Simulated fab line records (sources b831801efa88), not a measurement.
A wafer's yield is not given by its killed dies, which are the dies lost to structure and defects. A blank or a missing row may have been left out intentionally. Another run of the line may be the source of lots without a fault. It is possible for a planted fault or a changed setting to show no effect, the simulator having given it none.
Which tool was responsible? || flow sky130 || 18 wafers from 6 lots sampled at 2 of the route's 708 steps

WHAT THE GAUGES READ, wafer by wafer
SKY_VIA1_BOW_MEAS_03.
{"lot": "L366", "measured": "day 33 04:47", "on": "filmMetro-04", "VIA1_BOW (um)": "84 81 74"}
{"lot": "L370", "measured": "day 35 06:56", "on": "filmMetro-04", "VIA1_BOW (um)": "78 78 83"}
{"lot": "L373", "measured": "day 36 21:37", "on": "filmMetro-03", "VIA1_BOW (um)": "77 74 99"}
{"lot": "L375", "measured": "day 37 03:16", "on": "filmMetro-03", "VIA1_BOW (um)": "70 79 73"}
{"lot": "L383", "measured": "day 39 00:56", "on": "filmMetro-04", "VIA1_BOW (um)": "73 78 80"}
{"lot": "L387", "measured": "day 39 17:31", "on": "filmMetro-04", "VIA1_BOW (um)": "86 81 76"}

EACH LOT AND THE TOOL THAT RAN IT (in order: tool; ch and the chambers of the sampled wafers; start)
{"lot": "L366", "SKY_METAL1_SPUTTER_00": "pvdSputter-03, day 32 00:13"}
{"lot": "L370", "SKY_METAL1_SPUTTER_00": "pvdSputter-02, day 34 02:32"}
{"lot": "L373", "SKY_METAL1_SPUTTER_00": "pvdSputter-02, day 35 17:24"}
{"lot": "L375", "SKY_METAL1_SPUTTER_00": "pvdSputter-03, day 35 23:17"}
{"lot": "L383", "SKY_METAL1_SPUTTER_00": "pvdSputter-02, day 37 21:58"}
{"lot": "L387", "SKY_METAL1_SPUTTER_00": "pvdSputter-01, day 38 15:07"}
- SKY_METAL1_SPUTTER_00: material Ti, target thk 15 nm, time 10 s.

THE ANSWER, worked out from the rows above alone
Rule: what is usual is taken from the lots themselves. Put in order of their means at a reading, lots are off if they are a third of the lots or fewer, leave a main group of 4 or more, and stand apart from it by a gap of 3 or more times the standard deviation of the main group's means; of several such gaps the widest counts. The tables above print the reading to a certain number of digits; a main group whose means all agree to those digits is not used. Also off: a lot with no number at a reading for which 4 or more lots have one. Where the step has rows for the other lots, those lots are counted as sound.
Across all readings shown, no lot is off: no conclusion can be drawn from this.

WHAT WAS PUT IN BY THE SIMULATOR
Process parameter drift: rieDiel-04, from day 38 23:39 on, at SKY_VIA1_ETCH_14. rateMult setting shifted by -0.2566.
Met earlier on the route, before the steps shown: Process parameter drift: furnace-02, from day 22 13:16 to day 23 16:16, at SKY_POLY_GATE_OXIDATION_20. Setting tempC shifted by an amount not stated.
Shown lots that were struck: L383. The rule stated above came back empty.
